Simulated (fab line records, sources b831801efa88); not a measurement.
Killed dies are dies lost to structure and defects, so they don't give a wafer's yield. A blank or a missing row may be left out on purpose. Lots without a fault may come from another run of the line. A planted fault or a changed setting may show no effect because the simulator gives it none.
A struck lot beside a sound one | flow sky130 | 44 steps out of a route of 708
Sound: wafers L139.2, L139.3, L139.5. Struck: wafers L157.1, L157.6. The cause comes at the end.
At each step with rows: each side's tool, then ch and its chambers, then its first start. Under that, the readings that differ: sound wafers | struck wafers | difference of the means | sigmas: that difference in standard deviations of wafers without a fault.
alike: readings whose means differ by less than 2 such deviations, and words and numbers that are the same on both sides. not compared: withheld readings, readings that some wafer has no value for, bounds like >300 that may hide the same value, and numbers for which the record gives no deviation and whose values overlap.
The two part at a step that has a row with sigmas, a row that says differs or no value, or rows on one side only. Numbers that don't overlap but have no deviation are shown without sigmas and don't part them. A reading that every wafer of one side lacks parts them only if that side has two wafers or more.

SKY_LOCAL_INTERCONNECT_CD_MEAS_11: target cd 170 nm.
  sound on cd_sem-01, day 30 17:53; struck on cd_sem-02, day 36 21:23
  alike: cd_nm
SKY_LOCAL_INTERCONNECT_OVL_MEAS_12:
  sound on overlay-01, day 30 17:59; struck on overlay-02, day 36 21:31
  alike: LOCAL_INTERCONNECT_OVL
SKY_LOCAL_INTERCONNECT_ETCH_13: etches BARC in N2/H2, stops on SiO2, time 45.9 s, target depth 60 nm.
  sound on rie_metal-01 ch 0, day 30 18:02; struck on rie_metal-01 ch 1, day 36 21:33
  alike: chamber_pressure_mTorr, drypump_motor_current_A, oes_product_au, throttle_valve_pct
  not compared: rf_hours_counter_h
then, 6 steps without rows for these wafers: SKY_LOCAL_INTERCONNECT_METAL_ETCH_14 (etches TiN in Cl2/BCl3, stops on PSG, target depth 110 nm, time 31.4 s); SKY_LOCAL_INTERCONNECT_STRIP_15 (strips in O2/N2); SKY_LOCAL_INTERCONNECT_STRIP_16 (strips in post etch residue remover, time 1200 s); SKY_LOCAL_INTERCONNECT_CLEAN_17 (cleans in IPA, time 180 s); SKY_LOCAL_INTERCONNECT_CLEAN_18 (cleans in O3/DIW); SKY_CONTACT_CVD_00 (deposits Si3N4, target thk 75 nm).
SKY_CONTACT_THK_MEAS_01:
  sound on film_metro-03, day 30 18:55; struck on film_metro-03, day 36 22:17
  alike: CONTACT_CVD_00_THK
then, 1 step without rows for these wafers: SKY_CONTACT_HDPCVD_02 (deposits SiO2, target thk 565 nm, time 94.2 s).
SKY_CONTACT_THK_MEAS_03:
  sound on film_metro-01, day 30 19:03; struck on film_metro-02, day 36 22:25
  alike: CONTACT_HDPCVD_THK
SKY_CONTACT_CMP_04: polishes SiO2.
  sound on cmp-01 ch 0,2, day 30 19:06; struck on cmp-01 ch 0,3, day 36 22:38
  reading                                     | sound             | struck      | difference | sigmas
  model.SiO2_of_CONTACT_HDPCVD_02.thk_nm (nm) | 340.8 342.1 340.9 | 374.5 374.1 | +33.0      |
  alike: edge_zone_pressure_frac, motor_current_A, platen_rpm, time_to_endpoint_s
SKY_CONTACT_BOW_MEAS_05:
  sound on film_metro-01, day 30 19:25; struck on film_metro-03, day 36 22:47
  alike: CONTACT_BOW
then, 8 steps without rows for these wafers: SKY_CONTACT_DEHYDRATE_06 (time 60 s); SKY_CONTACT_HMDS_07 (prime time 60 s); SKY_CONTACT_COAT_08 (resist thk 60 nm); SKY_CONTACT_COAT_09 (resist thk 450 nm); SKY_CONTACT_SOFTBAKE_10 (time 90 s); SKY_CONTACT_EXPOSE_11 (exposes mask CTM1, target cd 170 nm); SKY_CONTACT_PEB_12; SKY_CONTACT_DEVELOP_13 (develop time 60 s).
SKY_CONTACT_CD_MEAS_14: target cd 170 nm.
  sound on cd_sem-01, day 31 22:56; struck on cd_sem-01, day 38 00:19
  reading    | sound             | struck      | difference | sigmas
  cd_nm (nm) | 171.0 170.2 169.8 | 166.2 166.4 | -4.0       | -3
SKY_CONTACT_OVL_MEAS_15:
  sound on overlay-02, day 31 23:02; struck on overlay-02, day 38 00:27
  alike: CONTACT_OVL
then, 1 step without rows for these wafers: SKY_CONTACT_ETCH_16 (etches BARC in N2/H2, stops on SiO2, time 45.9 s, target depth 60 nm).
SKY_CONTACT_ETCH_17: etches SiO2 in C4F8/O2/Ar, stops on Si3N4, target depth 340 nm.
  sound on rie_diel-03 ch 0,2,3, day 31 23:07; struck on rie_diel-02 ch 2, day 38 00:31
  reading                             | sound             | struck      | difference | sigmas
  chamber_pressure_mTorr (mTorr)      | 40.04 40.05 40.00 | 39.94 39.94 | -0.09      | -2
  oes_product_au (a.u.)               | 0.890 0.885 0.888 | 0.946 0.948 | +0.059     | +13
  model.etch.depth_nm (nm)            | 340.8 342.1 340.9 | 374.5 374.1 | +33.0      |
  model.CONTACT.feature_depth_nm (nm) | 340.8 342.1 340.9 | 374.5 374.1 | +33.0      |
then, 7 steps without rows for these wafers: SKY_CONTACT_ETCH_18 (etches Si3N4 in CHF3/O2, stops on TiN, time 39 s, target depth 75 nm); SKY_CONTACT_STRIP_19 (strips in O2/N2); SKY_CONTACT_STRIP_20 (strips in post etch residue remover, time 1200 s); SKY_CONTACT_CLEAN_21 (cleans in IPA, time 180 s); SKY_CONTACT_CLEAN_22 (cleans in O3/DIW); SKY_CONTACT_SPUTTER_23 (material TiN, target thk 20 nm, time 80 s); SKY_CONTACT_CVD_24 (deposits W, target thk 340 nm, time 102.12 s).
SKY_CONTACT_RS_MEAS_25: measures by four-point-probe.
  sound on film_metro-02, day 32 00:01; struck on film_metro-01, day 38 01:25
  alike: CONTACT_W_RS
SKY_CONTACT_THK_MEAS_26: measures by xrf.
  sound on film_metro-02, day 32 00:07; struck on film_metro-01, day 38 01:32
  alike: CONTACT_W_THK
SKY_CONTACT_CMP_27: polishes, stops on SiO2, t overpolish 15 s, target thk 0 nm.
  sound on cmp-02 ch 1,2,3, day 32 00:13; struck on cmp-02 ch 2, day 38 01:36
  alike: edge_zone_pressure_frac, motor_current_A, platen_rpm
SKY_METAL1_SPUTTER_00: material Ti, target thk 15 nm, time 10 s.
  sound on pvd_sputter-02, day 32 00:28; struck on pvd_sputter-01, day 38 01:54
  alike: throttle_valve_pct
then, 1 step without rows for these wafers: SKY_METAL1_SPUTTER_01 (material TiN, target thk 20 nm, time 16.7 s).
SKY_METAL1_SPUTTER_02: material AlCu, target thk 250 nm, time 13.3 s.
  sound on pvd_sputter-02, day 32 00:31; struck on pvd_sputter-01, day 38 01:56
  alike: throttle_valve_pct
then, 1 step without rows for these wafers: SKY_METAL1_SPUTTER_03 (material Ti, target thk 5 nm, time 3.3 s).
SKY_METAL1_SPUTTER_04: material TiN, target thk 70 nm, time 58.3 s.
  sound on pvd_sputter-02, day 32 00:34; struck on pvd_sputter-01, day 38 01:59
  alike: throttle_valve_pct
SKY_METAL1_RS_MEAS_05: measures by four-point-probe.
  sound on film_metro-01, day 32 00:38; struck on film_metro-03, day 38 02:02
  alike: METAL1_ALCU_RS
SKY_METAL1_METAL_ETCH_19: etches the open film in Cl2/BCl3, stops on SiO2, target depth 360 nm, time 78 s.
  sound on rie_metal-01 ch 1, day 33 03:46; struck on rie_metal-02 ch 0, day 39 03:09
  reading                                     | sound           | struck      | difference | sigmas
  model.SiO2_of_CONTACT_HDPCVD_02.thk_nm (nm) | 326.8 328 326.8 | 360.4 359.8 | +32.9      |
  alike: chamber_pressure_mTorr, drypump_motor_current_A, oes_product_au, throttle_valve_pct
  not compared: rf_hours_counter_h
SKY_PAD_OPEN_PROBE_99:
  the record has rows for the sound wafers here (prober-02, day 46 00:18) and none for the struck ones

WHERE THEY PART
First at SKY_CONTACT_CD_MEAS_14; last, within this record, at SKY_PAD_OPEN_PROBE_99.

WHY: what the simulator had put in
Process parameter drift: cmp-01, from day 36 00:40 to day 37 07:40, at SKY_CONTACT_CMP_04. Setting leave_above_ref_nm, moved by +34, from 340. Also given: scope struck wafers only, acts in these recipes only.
